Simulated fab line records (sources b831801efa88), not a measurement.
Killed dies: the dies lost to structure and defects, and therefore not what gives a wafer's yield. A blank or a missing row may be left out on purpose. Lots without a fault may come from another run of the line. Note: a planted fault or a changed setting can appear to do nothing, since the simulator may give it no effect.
What tool caused it? ; flow sky130 ; 12 lots with 36 wafers sampled at 4 steps, on a route of 708 steps

== WHAT THE GAUGES READ, wafer by wafer ==
SKY_NWELL_OVL_MEAS_23. Usual: NWELL_01_OVL typically reads 0.7 nm, with standard deviation 1.3.
lot;measured;on;NWELL_01_OVL (nm);flag
L410;day 5 04:30;overlay-02;1.6 0.7 -0.8;
L411;day 5 15:47;overlay-02;-1.9 0.1 -0.4;
L414;day 6 09:36;overlay-01;3.2 0.8 4.1;
L415;day 6 16:06;overlay-02;-1.0 -1.0 1.4;
L416;day 6 21:52;overlay-02;1.1 0.6 -0.2;
L419;day 7 14:26;overlay-02;2.8 2.1 0.2;
L421;day 8 02:03;overlay-02;1.1 0.4 -1.4;
L422;day 8 06:54;overlay-01;0.7 1.5 1.2;
L424;day 8 18:03;overlay-01;1.4 -0.3 1.0;
L428;day 9 17:41;overlay-01;1.2 3.5 1.6;
L431;day 10 14:24;overlay-02;0.4 1.2 -0.5;
L433;day 11 14:29;overlay-01;3.3 3.0 1.4;

SKY_NWELL_TW_MEAS_26. Usual: NWELL_2_TW typically reads 493, with standard deviation 3.8.
lot;measured;on;NWELL_2_TW;flag
L410;day 5 04:47;film-metro-02;491 490 490;
L411;day 5 16:05;film-metro-02;492 493 494;
L414;day 6 09:53;film-metro-01;489 490 489;
L415;day 6 16:23;film-metro-02;496 492 494;
L416;day 6 22:09;film-metro-01;484 486 487;
L419;day 7 14:43;film-metro-02;495 493 494;
L421;day 8 02:20;film-metro-02;489 490 490;
L422;day 8 07:11;film-metro-03;496 498 495;
L424;day 8 18:20;film-metro-02;491 491 490;
L428;day 9 17:58;film-metro-01;517 517 513 516 516 513;OFF
L431;day 10 14:41;film-metro-03;506 505 508 510 507 509;OFF
L433;day 11 14:46;film-metro-01;500 498 498;

SKY_NWELL_RS_MEAS_31: the measuring method here is four-point-probe. Usual: PWDE_RS typically reads 5367 ohm/sq, with standard deviation 23.
lot;measured;on;PWDE_RS (ohm/sq);flag
L410;day 5 05:16;film-metro-01;5329 5332 5322;
L411;day 5 16:32;film-metro-03;5390 5363 5369;
L414;day 6 10:23;film-metro-02;5397 5377 5386;
L415;day 6 16:52;film-metro-02;5356 5386 5361;
L416;day 6 22:37;film-metro-01;5380 5359 5358;
L419;day 7 15:16;film-metro-02;5375 5395 5383;
L421;day 8 02:47;film-metro-02;5386 5376 5374;
L422;day 8 07:40;film-metro-03;5359 5353 5342;
L424;day 8 18:49;film-metro-01;5337 5344 5334;
L428;day 9 22:47;film-metro-01;5361 5347 5361;
L431;day 10 18:17;film-metro-01;5375 5374 5390;
L433;day 11 15:16;film-metro-03;5388 5366 5368;

== TOOL THAT RAN EACH LOT (tool first, then ch and the chambers of the sampled wafers, then the start) ==
lot;SKY_NWELL_IMPLANT_24
L410;implanter-04 ch 0, day 5 04:34
L411;implanter-01 ch 0, day 5 15:51
L414;implanter-01 ch 0, day 6 09:38
L415;implanter-03 ch 0, day 6 16:10
L416;implanter-04 ch 0, day 6 21:56
L419;implanter-03 ch 0, day 7 14:28
L421;implanter-03 ch 0, day 8 02:05
L422;implanter-01 ch 0, day 8 06:58
L424;implanter-03 ch 0, day 8 18:07
L428;implanter-03 ch 0, day 9 17:43
L431;implanter-03 ch 0, day 10 14:28
L433;implanter-01 ch 0, day 11 14:31
- SKY_NWELL_IMPLANT_24

== AS READ BY THE TOOLS THEMSELVES (means over the sampled wafers that have a number; for cases with no such wafer, the mark the record gives instead) ==
SKY_NWELL_IMPLANT_24. Usual: dose-ions-cm2 9.202e+12, standard deviation 9.2e+09; faraday-current-uA 51.9, standard deviation 1.
lot;tool;dose-ions-cm2;faraday-current-uA;flag
L410;implanter-04;9.203e+12;52.6;
L411;implanter-01;9.199e+12;51.5;
L414;implanter-01;9.211e+12;51.2;
L415;implanter-03;9.207e+12;51.8;
L416;implanter-04;9.200e+12;52.6;
L419;implanter-03;9.199e+12;52.0;
L421;implanter-03;9.207e+12;51.6;
L422;implanter-01;9.194e+12;50.8;
L424;implanter-03;9.201e+12;51.6;
L428;implanter-03;1.018e+13;58.0;OFF
L431;implanter-03;1.018e+13;57.8;OFF
L433;implanter-01;9.202e+12;50.5;

== THE ANSWER, worked out from the rows above alone ==
Rule: lot off if the mean of its wafers having a number is beyond 3 standard deviations from the usual mean. A lot without any number at a reading at which 4 lots or more have one is off too. Any other lot the step has rows for is counted as sound. The gauges are gone through in route order, then the tools' own readings, and for those a lot's mean is taken as printed above. At the first step where some lot is off, the reading lying furthest off is the one used; lots without a number count as furthest.
Off: L428, L431, seen at SKY_NWELL_TW_MEAS_26 (NWELL_2_TW).
A tool fits if, at a process step before that reading, it ran every lot that is off, and no sound lot after the first of them. Not tried: the gauges at SKY_NWELL_TW_MEAS_26; whatever is off there is also off at SKY_NWELL_IMPLANT_24, on other tools, and gauge error can't account for it. One fits: SKY_NWELL_IMPLANT_24 on implanter-03. A fault onset in the window from L424 (day 8 18:07, its last sound lot) to L428 (day 9 17:43, its first lot off) fits.
The tool's own readings at SKY_NWELL_IMPLANT_24 bear it out: on the lots that are off they differ by more than 5 times the standard deviation of the sound lots' means. dose-ions-cm2 reads 1.018e+13 there against 9.202e+12 on the sound lots; faraday-current-uA reads 57.9 there against 51.6 on the sound lots.

== WHAT WAS PUT IN BY THE SIMULATOR ==
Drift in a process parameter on implanter-03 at SKY_NWELL_IMPLANT_24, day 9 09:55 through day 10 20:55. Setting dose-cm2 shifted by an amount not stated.
Shown lots that were struck: L428, L431. The rule given above showed the same thing.
